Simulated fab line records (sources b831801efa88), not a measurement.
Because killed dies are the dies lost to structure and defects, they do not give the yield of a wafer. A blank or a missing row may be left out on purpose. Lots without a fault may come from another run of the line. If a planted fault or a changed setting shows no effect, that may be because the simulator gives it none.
What tool caused it? | flow sky130 | 6 lots, 18 wafers sampled, at 2 steps of a route of 708

WHAT EACH GAUGE READ, for each wafer
SKY_CAPM_THK_MEAS_04: measures by xrf.
lot  | measured     | on           | CAPM_TIN_THK (nm)
L324 | day 37 01:06 | filmMetro-02 | 203.4 203.6 203.4
L326 | day 37 14:30 | filmMetro-03 | 208.2 207.7 207.7
L329 | day 38 13:02 | filmMetro-04 | 205.0 203.3 204.0
L338 | day 41 13:20 | filmMetro-02 | 204.9 200.9 204.5
L340 | day 42 04:26 | filmMetro-02 | 199.9 200.2 198.7
L344 | day 42 20:16 | filmMetro-03 | 206.6 203.8 204.8

EACH LOT AND THE TOOL THAT RAN IT (in order: tool; ch and the chambers of the sampled wafers; start)
lot  | SKY_METAL1_STRIP_21
L324 | wetBench-02 ch 1, day 33 10:26
L326 | wetBench-04 ch 3, day 34 01:28
L329 | wetBench-02 ch 1, day 34 23:18
L338 | wetBench-02 ch 2, day 37 21:53
L340 | wetBench-04 ch 0, day 38 21:40
L344 | wetBench-04 ch 1, day 39 12:59
- SKY_METAL1_STRIP_21: strips in post etch residue remover, time 1200 s.

THE ANSWER, worked out from the rows above alone
Rule: what is usual is taken from the lots themselves. Put in order of their means at a reading, lots are off if they are a third of the lots or fewer, leave a main group of 4 or more, and stand apart from it by a gap of 3 or more times the standard deviation of the main group's means; of several such gaps the widest counts. A main group is skipped when, at the precision printed for the reading in the tables above, its means are all equal. Also off: a lot with no number at a reading for which 4 or more lots have one. Where the step has rows for the other lots, those lots are counted as sound.
No lot is off on any of the readings shown, so nothing can be concluded from this.

WHAT HAD BEEN PUT IN BY THE SIMULATOR
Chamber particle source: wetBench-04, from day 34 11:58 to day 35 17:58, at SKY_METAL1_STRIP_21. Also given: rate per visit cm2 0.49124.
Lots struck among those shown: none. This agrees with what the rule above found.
